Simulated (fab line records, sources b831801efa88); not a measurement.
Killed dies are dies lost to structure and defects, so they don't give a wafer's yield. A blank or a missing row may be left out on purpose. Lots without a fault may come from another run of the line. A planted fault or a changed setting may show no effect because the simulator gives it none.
fab line records | flow sky130 | part 1 of 2: steps 1 to 23 of 33
record lots=5 wafers=15 last_day=49
route steps=708 shown METAL4@631 VIA4@639 METAL5@661
lots that met no fault: from a run of the same line without faults
start_h: hours from the record's first day to the start of the lot's first wafer shown | wait_h: hours since the lot's step before | " the same as in the row above | L1.1+2: a row that stands for several wafers | - no value, or no start given | * or withheld: withheld | < > ~ a bound
route shown NAME@n: a module of which the file shows steps, and the number in the route of the first | usual: mean/standard deviation of fault-free wafers | same: alike in all rows | chamber/n: place in a boat | sites: the reading at each site | _std_site: their standard deviation | _edge_site: outer sites' mean less inner sites' | radius_mm: how far each site lies from the wafer's centre | mask NAME#n: copy n | behind: the tool/chamber that last shaped the wafer | hold: why the lot was held/for how many hours/how that ended | device: the transistor (n, p or np) that didn't switch | end of line: the same wafers' tests at the end of the route | a step without rows: its recipe alone | killed: dies lost to structure and defects at the first sort, not the wafer's yield | map: a wafer's dies, x killed, . not, _ none there
set.NAME: the setting as run; set.NAME@STEP: as run at that earlier step | model.NAME: the simulator's own value behind a step, which no gauge read
lots at some steps of the route; a table a step, a row a wafer
services: from which hour (start_h, from the record's first day; less than 0 if before it) a tool's chamber was out of use, for how many hours, and why
## steps
# step SKY_METAL4_DESCUM_15
# recipe chemistry=O2 source_power_w=150 bias_power_w=0 pressure_mtorr=10 temp_c=40 time_s=8
# usual chamber_pressure_mTorr=9.998/0.0091 drypump_motor_current_A=5.71/0.29 oes_product_au=0.995/0.012
# columns lot.wafer tool chamber start_h wait_h chamber_pressure_mTorr drypump_motor_current_A oes_product_au rf_hours_counter_h
L078.4 rie_metal-02 1 1022.81 0.0 10.006 5.56 1.009 -
L078.5 " 0 " " 9.999 6.31 0.993 -
L078.6 " 1 " " 9.989 5.56 1.001 -
L084.3 rie_metal-03 0 1059.63 0.0 9.987 5.69 0.994 -
L084.4 " 1 " " 9.990 5.47 0.986 -
L084.6 " 1 " " 9.992 5.47 0.997 -
L086.1 rie_metal-03 1 1067.52 0.0 10.003 5.47 0.986 15
L086.2 " 0 " " 9.978 5.69 0.988 15
L086.4 " 0 " " 9.997 5.69 0.985 -
L089.2 rie_metal-01 1 1081.84 0.0 9.991 6.01 0.970 21
L089.3 " 0 " " 9.982 5.48 1.015 -
L089.6 " 0 " " 10.002 5.49 1.019 -
L090.3 rie_metal-02 1 1087.06 0.0 9.987 5.57 1.001 -
L090.4 " 0 " " 9.994 6.30 1.001 -
L090.5 " 0 " " 10.010 6.30 1.000 -
# step SKY_METAL4_ETCH_16
# recipe chemistry=N2/H2 target=BARC ion_energy_ev=200 bias_w=100 pressure_mtorr=30 n2_flow_sccm=100 h2_flow_sccm=200 icp_w=500 stop_on=SiO2 time_s=88.2 target_depth_a=600
# usual bias_w=100.0/0.3 chamber_pressure_mTorr=29.999/0.028 drypump_motor_current_A=5.72/0.3 oes_product_au=0.627/0.0043 throttle_valve_pct=13.205/0.0084
# columns lot.wafer tool chamber start_h wait_h bias_w chamber_pressure_mTorr drypump_motor_current_A oes_product_au rf_hours_counter_h throttle_valve_pct
L078.4 rie_metal-02 1 1022.86 0.0 99.6 29.972 5.57 0.631 - 13.219
L078.5 " 0 " " 99.4 30.056 6.32 0.629 - 13.198
L078.6 " 1 " " 99.7 29.989 5.58 0.636 - 13.198
L084.3 rie_metal-03 0 1059.69 0.0 100.4 30.020 5.70 0.627 - 13.205
L084.4 " 1 " " 100.4 30.015 5.47 0.626 - 13.215
L084.6 " 1 " " 100.2 29.930 5.48 0.628 - 13.193
L086.1 rie_metal-03 1 1067.55 0.0 99.6 30.027 5.51 0.619 15 13.190
L086.2 " 0 " " 100.0 30.012 5.69 0.621 15 13.205
L086.4 " 0 " " 100.7 29.940 5.68 0.629 - 13.202
L089.2 rie_metal-01 1 1081.87 0.0 100.1 30.006 6.03 0.633 21 13.211
L089.3 " 0 " " 100.2 29.998 5.47 0.622 - 13.205
L089.6 " 0 " " 99.6 30.050 5.48 0.633 - 13.200
L090.3 rie_metal-02 1 1087.12 0.0 100.0 29.960 5.57 0.628 - 13.216
L090.4 " 0 " " 99.9 29.980 6.33 0.625 - 13.204
L090.5 " 0 " " 100.0 29.998 6.30 0.626 - 13.199
# step SKY_METAL4_ETCH_17
# recipe target=SiO2 stop_on=TiN chemistry=C4F8/O2/Ar source_w=1500 bias_w=1200 pressure_mtorr=40 c4f8_flow_sccm=withheld O2_flow_sccm=6 Ar_flow_sccm=300 time_s=3.9 target_depth_a=150
# usual bias_w=1200/3.4 chamber_pressure_mTorr=40.01/0.086 oes_product_au=0.756/0.0075
# columns lot.wafer tool chamber start_h wait_h bias_w chamber_pressure_mTorr oes_product_au rf_hours_counter_h
L078.4 rie_diel-04 2 1022.93 0.0 1206 40.03 0.762 1
L078.5 " 2 " " 1200 40.04 0.765 -
L078.6 " 3 " " 1196 40.01 0.769 -
L084.3 rie_diel-04 0 1059.75 0.0 1199 40.01 0.755 14
L084.4 " 1 " " 1202 40.02 0.749 17
L084.6 " 0 " " 1200 39.96 0.765 -
L086.1 rie_diel-03 0 1067.65 0.1 1199 40.04 0.747 1
L086.2 " 1 " " 1198 40.04 0.750 25
L086.4 " 0 " " 1197 39.97 0.762 -
L089.2 rie_diel-03 0 1081.97 0.1 1204 40.03 0.755 1
L089.3 " 3 " " 1200 39.99 0.752 15
L089.6 " 3 " " 1202 39.97 0.763 -
L090.3 rie_diel-02 3 1087.18 0.0 1197 40.04 0.755 8
L090.4 " 2 " " 1198 40.01 0.758 8
L090.5 " 1 " " 1199 40.06 0.758 -
# step SKY_METAL4_METAL_ETCH_18
# recipe target_depth_a=8450 stop_on=SiO2 over_etch_frac=0.3 time_s=183.1 chemistry=Cl2/BCl3 resist_sidewall_deg=88 pressure_mtorr=10 icp_w=900 bias_w=48.5 Cl2_flow_sccm=60 bcl3_flow_sccm=30
# usual bcl3_flow_sccm=29.99/0.09 bias_w=48.49/0.15 chamber_pressure_mTorr=9.999/0.0089 drypump_motor_current_A=5.8/0.34 oes_product_au=0.865/0.0066 throttle_valve_pct=22.265/0.0088
# columns lot.wafer tool chamber start_h wait_h bcl3_flow_sccm bias_w chamber_pressure_mTorr drypump_motor_current_A oes_product_au rf_hours_counter_h throttle_valve_pct
L078.4 rie_metal-01 0 1023.01 0.1 29.90 48.77 9.999 5.5 0.867 - 22.262
L078.5 " 0 " " 29.96 48.41 9.997 5.5 0.866 - 22.250
L078.6 " 1 " " 30.09 48.51 9.994 6.0 0.867 - 22.263
L084.3 rie_metal-02 1 1059.83 0.1 29.96 48.45 9.998 5.6 0.860 - 22.275
L084.4 " 0 " " 29.95 48.59 10.006 6.3 0.859 - 22.261
L084.6 " 1 " " 29.80 48.49 10.009 5.6 0.861 - 22.257
L086.1 rie_metal-02 1 1067.67 0.0 30.05 48.50 9.996 5.6 0.849 8 22.276
L086.2 " 0 " " 30.05 48.80 10.001 6.3 0.857 14 22.244
L086.4 " 0 " " 29.84 48.81 10.005 6.3 0.858 - 22.273
L089.2 rie_metal-03 1 1081.99 0.0 29.86 48.67 9.998 5.5 0.853 15 22.273
L089.3 " 0 " " 30.05 48.52 9.997 5.7 0.858 - 22.263
L089.6 " 1 " " 29.92 48.74 10.005 5.5 0.851 - 22.251
L090.3 rie_metal-03 0 1087.26 0.1 30.00 48.63 10.001 5.7 0.870 - 22.268
L090.4 " 1 " " 29.97 48.77 10.003 5.5 0.862 - 22.269
L090.5 " 0 " " 30.02 48.69 10.004 5.7 0.863 - 22.259
# step SKY_METAL4_STRIP_19
# recipe chemistry=O2/N2 power_w=1400 pressure_mtorr=1500 platen_temp_c=withheld o2_flow_sccm=3000 n2_flow_sccm=300 overash_fraction=0.5
# usual chamber_pressure_mTorr=1500.0/1.4 drypump_motor_current_A=5.7/0.31 oes_product_au=0.504/0.0058 strip_time_to_endpoint_s=6.56/0.097
# columns lot.wafer tool chamber start_h wait_h chamber_pressure_mTorr drypump_motor_current_A oes_product_au rf_hours_counter_h strip_time_to_endpoint_s
L078.4 plasma_asher-04 1 1023.16 0.1 1501.5 6.4 0.504 - 6.51
L078.5 " 1 " " 1501.8 6.3 0.507 - 6.53
L078.6 " 0 " " 1500.2 5.9 0.512 - 6.76
L084.3 plasma_asher-04 1 1059.98 0.1 1500.5 6.3 0.506 - 6.59
L084.4 " 0 " " 1499.3 5.9 0.507 - 6.56
L084.6 " 1 " " 1500.2 6.3 0.502 - 6.53
L086.1 plasma_asher-04 1 1067.85 0.1 1500.7 6.3 0.511 100 6.55
L086.2 " 0 " " 1501.1 5.9 0.502 100 6.59
L086.4 " 0 " " 1500.3 5.9 0.507 - 6.59
L089.2 plasma_asher-01 1 1082.17 0.1 1502.0 5.7 0.499 32 6.61
L089.3 " 0 " " 1499.9 5.2 0.503 - 6.64
L089.6 " 1 " " 1501.0 5.7 0.507 - 6.63
L090.3 plasma_asher-03 1 1087.41 0.1 1498.4 5.7 0.513 - 6.66
L090.4 " 0 " " 1499.8 5.6 0.512 - 6.69
L090.5 " 0 " " 1500.2 5.6 0.502 - 6.65
# step SKY_METAL4_STRIP_20
# recipe chemistry=post_etch_residue_remover time_s=1200 temp_c=72.5
# usual bath_guard_temp_C=72.5/0.42 bath_heat_duty_pct=14.8/1.3
# columns lot.wafer tool chamber start_h wait_h bath_guard_temp_C bath_heat_duty_pct
L078.4 wet_bench-03 3 1023.23 0.0 73.4 15.4
L078.5 " 3 " " 73.0 14.8
L078.6 " 3 " " 72.9 15.9
L084.3 wet_bench-04 0 1060.05 0.0 72.0 15.4
L084.4 " 0 " " 72.0 15.2
L084.6 " 0 " " 71.9 14.5
L086.1 wet_bench-04 1 1067.95 0.1 73.1 14.3
L086.2 " 1 " " 73.0 14.4
L086.4 " 1 " " 73.1 13.5
L089.2 wet_bench-01 2 1082.27 0.1 72.3 18.1
L089.3 " 2 " " 72.1 17.0
L089.6 " 2 " " 72.3 16.1
L090.3 wet_bench-04 3 1087.48 0.0 72.5 14.0
L090.4 " 3 " " 72.5 15.1
L090.5 " 3 " " 72.6 13.7
# step SKY_METAL4_CLEAN_21
# recipe chemistry=IPA time_s=180 temp_c=25
# usual bath_heat_duty_pct=6.4/0.75
# columns lot.wafer tool chamber start_h wait_h bath_heat_duty_pct
L078.4 wet_bench-04 0 1023.57 0.0 5.9
L078.5 " 0 " " 6.5
L078.6 " 0 " " 6.4
L084.3 wet_bench-04 1 1060.39 0.0 6.0
L084.4 " 1 " " 7.1
L084.6 " 1 " " 6.1
L086.1 wet_bench-01 2 1068.32 0.0 7.2
L086.2 " 2 " " 7.1
L086.4 " 2 " " 7.6
L089.2 wet_bench-04 2 1083.01 0.0 6.0
L089.3 " 2 " " 5.6
L089.6 " 2 " " 5.7
L090.3 wet_bench-01 2 1087.82 0.0 7.2
L090.4 " 2 " " 6.4
L090.5 " 2 " " 6.3
# step SKY_METAL4_CLEAN_22
# recipe chemistry=O3/DIW dry=n2_spin
# columns lot.wafer tool chamber start_h wait_h
L078.4+5+6 wet_bench-01 3 1023.63 0.0
L084.3+4+6 wet_bench-04 0 1060.45 0.0
L086.1+2+4 wet_bench-04 3 1068.38 0.0
L089.2+3+6 wet_bench-03 0 1083.08 0.0
L090.3+4+5 wet_bench-04 3 1087.88 0.0
# step SKY_VIA4_HDPCVD_00
# recipe material=SiO2 target_thk_nm=1750 sigma_open_frac=0.3 time_s=291.7 temp_c=400 sih4_flow_sccm=60 pressure_mtorr=6
# columns lot.wafer tool chamber start_h wait_h
L078.4+5+6 hdpcvd-01 0,2,1 1023.81 0.1
L084.3+4+6 hdpcvd-02 1,1,0 1060.54 0.0
L086.1+2+4 hdpcvd-01 2,0,1 1068.48 0.0
L089.2+3+6 hdpcvd-02 0,1,1 1083.26 0.0
L090.3+4+5 hdpcvd-01 0,2,1 1087.97 0.0
# step SKY_VIA4_THK_MEAS_01
# recipe reads=SiO2_of_VIA4_HDPCVD_00
# usual VIA4_HDPCVD_THK=1749/18
# columns lot.wafer tool chamber start_h wait_h VIA4_HDPCVD_THK[nm]
L078.4 film_metro-03 - 1023.93 0.0 1773
L078.5 " - " " 1778
L078.6 " - " " 1767
L084.3 film_metro-02 - 1060.74 0.1 1762
L084.4 " - " " 1754
L084.6 " - " " 1771
L086.1 film_metro-03 - 1068.66 0.1 1762
L086.2 " - " " 1769
L086.4 " - " " 1767
L089.2 film_metro-04 - 1083.45 0.1 1734
L089.3 " - " " 1748
L089.6 " - " " 1752
L090.3 film_metro-02 - 1088.17 0.1 1742
L090.4 " - " " 1739
L090.5 " - " " 1723
# step SKY_VIA4_CMP_02
# recipe material=SiO2 down_force_psi=4 platen_rpm=60 pad_velocity_m_s=0.94248
# usual motor_current_A=12.0/0.93
# columns lot.wafer tool chamber start_h wait_h motor_current_A
L078.4 cmp-02 3 1023.96 0.0 10.7
L078.6 " 3 " " 10.8
L078.5 " 0 " " 11.7
L084.3 cmp-01 2 1060.83 0.1 12.4
L084.4 " 0 " " 12.4
L084.6 " 1 " " 12.5
L086.1 cmp-01 3 1068.72 0.1 12.7
L086.4 " 1 " " 12.0
L086.2 " 2 " " 12.3
L089.2 cmp-02 0 1083.60 0.1 11.7
L089.3 " 1 " " 13.7
L089.6 " 2 " " 11.2
L090.4 cmp-01 0 1088.49 0.3 13.1
L090.3 " 2 " " 11.8
L090.5 " 1 " " 11.9
# step SKY_VIA4_BOW_MEAS_03
# recipe mode=bow
# usual VIA4_BOW=79/9.4
# columns lot.wafer tool chamber start_h wait_h VIA4_BOW[um]
L078.4 film_metro-04 - 1024.32 0.3 80
L078.5 " - " " 93
L078.6 " - " " 83
L084.3 film_metro-02 - 1061.12 0.2 79
L084.4 " - " " 80
L084.6 " - " " 78
L086.1 film_metro-03 - 1069.02 0.2 80
L086.2 " - " " 64
L086.4 " - " " 81
L089.2 film_metro-02 - 1083.82 0.2 73
L089.3 " - " " 75
L089.6 " - " " 70
L090.3 film_metro-03 - 1088.83 0.2 93
L090.4 " - " " 80
L090.5 " - " " 85
# step SKY_VIA4_DEHYDRATE_04
# recipe temp_c=200 time_s=60
# columns lot.wafer tool chamber start_h wait_h
L078.4+5+6 litho_track-03 0 1036.28 11.9
L084.3+4+6 litho_track-01 0 1070.35 9.2
L086.1+2+4 litho_track-04 0 1079.94 10.9
L089.2+3+6 litho_track-01 0 1092.92 9.1
L090.3+4+5 litho_track-04 0 1098.24 9.4
# step SKY_VIA4_HMDS_05
# recipe prime_time_s=60 prime_temp_c=120
# columns lot.wafer tool chamber start_h wait_h
L078.4+5+6 litho_track-03 0 1036.43 0.1
L084.3+4+6 litho_track-01 0 1070.50 0.1
L086.1+2+4 litho_track-04 0 1080.09 0.1
L089.2+3+6 litho_track-01 0 1093.07 0.1
L090.3+4+5 litho_track-04 0 1098.39 0.1
# step SKY_VIA4_COAT_06
# recipe resist=NOVOLAK spin_rpm=3000 resist_thk_nm=1140
# columns lot.wafer tool chamber start_h wait_h
L078.4+5+6 litho_track-03 0 1036.58 0.1
L084.3+4+6 litho_track-01 0 1070.65 0.1
L086.1+2+4 litho_track-04 0 1080.24 0.1
L089.2+3+6 litho_track-01 0 1093.22 0.1
L090.3+4+5 litho_track-04 0 1098.54 0.1
# step SKY_VIA4_SOFTBAKE_07
# recipe temp_c=90 time_s=60 resist=NOVOLAK
# columns lot.wafer tool chamber start_h wait_h
L078.4+5+6 litho_track-03 0 1036.73 0.1
L084.3+4+6 litho_track-01 0 1070.80 0.1
L086.1+2+4 litho_track-04 0 1080.39 0.1
L089.2+3+6 litho_track-01 0 1093.37 0.1
L090.3+4+5 litho_track-04 0 1098.69 0.1
# step SKY_VIA4_EXPOSE_08
# recipe mask_id=VIM4 na=0.6 source_shape=conventional sigma_outer=0.6 polarization=unpolarized target_cd_nm=800 dose_mj=132
# same sigma_outer=0.6
# columns lot.wafer tool chamber start_h wait_h mask
L078.4+5+6 iline_stepper-01 0 - - VIM4#0
L084.3+4+6 iline_stepper-02 0 - - VIM4#0
L086.1+2+4 iline_stepper-02 0 - - VIM4#0
L089.2+3+6 iline_stepper-02 0 - - VIM4#0
L090.3+4+5 iline_stepper-01 0 - - VIM4#0
# step SKY_VIA4_PEB_09
# recipe temp_c=withheld time_s=* resist=NOVOLAK
# columns lot.wafer tool chamber start_h wait_h
L078.4+5+6 litho_track-01 0 - -
L084.3+4+6 litho_track-04 0 - -
L086.1+2+4 litho_track-03 0 - -
L089.2+3+6 litho_track-04 0 - -
L090.3+4+5 litho_track-03 0 - -
# step SKY_VIA4_DEVELOP_10
# recipe resist=NOVOLAK developer=TMAH develop_time_s=60 dev_temp_c=23
# columns lot.wafer tool chamber start_h wait_h
L078.4+5+6 litho_track-01 0 1047.17 0.1
L084.3+4+6 litho_track-04 0 1081.89 0.1
L086.1+2+4 litho_track-03 0 1089.95 0.1
L089.2+3+6 litho_track-04 0 1104.51 0.1
L090.3+4+5 litho_track-03 0 1109.30 0.1
# step SKY_VIA4_OVL_MEAS_11
# usual VIA4_OVL=0.0/1.5
# columns lot.wafer tool chamber start_h wait_h VIA4_OVL[nm]
L078.4 overlay-01 - 1047.26 0.1 2.7
L078.5 " - " " 0.0
L078.6 " - " " 0.5
L084.3 overlay-02 - 1082.00 0.1 -1.9
L084.4 " - " " 0.6
L084.6 " - " " 0.8
L086.1 overlay-02 - 1090.10 0.1 -0.5
L086.2 " - " " -1.0
L086.4 " - " " -0.3
L089.2 overlay-01 - 1104.64 0.1 0.1
L089.3 " - " " -1.8
L089.6 " - " " 0.7
L090.3 overlay-02 - 1109.41 0.1 1.5
L090.4 " - " " 1.1
L090.5 " - " " 2.5
# step SKY_VIA4_ETCH_12
# recipe target=SiO2 chemistry=C4F8/O2/Ar stop_on=TiN mask_material=NOVOLAK source_w=1500 bias_w=1200 pressure_mtorr=40 c4f8_flow_sccm=withheld O2_flow_sccm=6 Ar_flow_sccm=300 time_s=withheld target_depth_a=5800
# usual bias_w=1200/3.7 chamber_pressure_mTorr=40.00/0.034 oes_product_au=0.936/0.005
# columns lot.wafer tool chamber start_h wait_h bias_w chamber_pressure_mTorr oes_product_au
L078.4 rie_diel-01 0 1047.28 0.0 1200 39.99 0.943
L078.5 " 2 " " 1194 39.95 0.935
L078.6 " 3 " " 1198 39.97 0.933
L084.3 rie_diel-02 0 1082.02 0.0 1195 40.09 0.937
L084.4 " 2 " " 1204 40.02 0.937
L084.6 " 0 " " 1197 39.98 0.932
L086.1 rie_diel-02 1 1090.14 0.0 1207 40.00 0.927
L086.2 " 0 " " 1203 39.94 0.934
L086.4 " 3 " " 1195 40.02 0.935
L089.2 rie_diel-02 0 1104.67 0.0 1197 40.01 0.932
L089.3 " 3 " " 1199 39.92 0.938
L089.6 " 2 " " 1202 39.98 0.933
L090.3 rie_diel-03 2 1109.44 0.0 1206 40.04 0.933
L090.4 " 3 " " 1199 40.00 0.938
L090.5 " 1 " " 1204 39.98 0.936
# step SKY_VIA4_STRIP_13
# recipe chemistry=O2/N2 power_w=1400 pressure_mtorr=1500 platen_temp_c=withheld o2_flow_sccm=3000 n2_flow_sccm=300 overash_fraction=0.5
# usual chamber_pressure_mTorr=1500.1/1.3 drypump_motor_current_A=5.50/0.23 oes_product_au=0.709/0.0043 strip_time_to_endpoint_s=12.81/0.031
# columns lot.wafer tool chamber start_h wait_h chamber_pressure_mTorr drypump_motor_current_A oes_product_au rf_hours_counter_h strip_time_to_endpoint_s
L078.4 plasma_asher-03 0 1047.39 - 1502.0 5.60 0.711 - 12.81
L078.5 " 1 " " 1500.9 5.67 0.708 - 12.82
L078.6 " 0 " " 1499.9 5.61 0.709 - 12.79
L084.3 plasma_asher-03 0 1082.13 - 1500.0 5.56 0.710 - 12.81
L084.4 " 1 " " 1501.9 5.64 0.704 - 12.82
L084.6 " 1 " " 1498.5 5.64 0.709 - 12.82
L086.1 plasma_asher-02 1 1090.21 - 1499.2 5.11 0.709 3 12.86
L086.2 " 0 " " 1497.6 5.66 0.716 3 12.80
L086.4 " 0 " " 1498.3 5.65 0.718 - 12.86
L089.2 plasma_asher-01 1 1104.74 - 1500.7 5.70 0.704 34 12.79
L089.3 " 0 " " 1499.5 5.23 0.702 - 12.73
L089.6 " 0 " " 1499.6 5.23 0.709 - 12.74
L090.3 plasma_asher-01 0 1109.54 - 1500.4 5.25 0.708 - 12.86
L090.4 " 1 " " 1496.9 5.72 0.704 - 12.87
L090.5 " 1 " " 1499.0 5.70 0.707 - 12.84
# step SKY_VIA4_STRIP_14
# recipe chemistry=post_etch_residue_remover time_s=1200 temp_c=72.5
# usual bath_guard_temp_C=72.5/0.35 bath_heat_duty_pct=14.6/1.8
# columns lot.wafer tool chamber start_h wait_h bath_guard_temp_C bath_heat_duty_pct
L078.4 wet_bench-01 2 1047.45 0.0 72.6 16.9
L078.5 " 2 " " 72.5 16.3
L078.6 " 2 " " 72.5 15.7
L084.3 wet_bench-03 3 1082.19 0.0 73.1 15.3
L084.4 " 3 " " 73.2 13.9
L084.6 " 3 " " 73.2 15.1
L086.1 wet_bench-03 0 1090.31 0.1 73.1 12.5
L086.2 " 0 " " 72.9 11.7
L086.4 " 0 " " 73.1 12.6
L089.2 wet_bench-01 2 1104.84 0.1 72.3 15.9
L089.3 " 2 " " 72.5 16.9
L089.6 " 2 " " 72.2 16.0
L090.3 wet_bench-02 0 1109.61 0.0 72.6 15.6
L090.4 " 0 " " 72.4 16.6
L090.5 " 0 " " 72.5 15.5
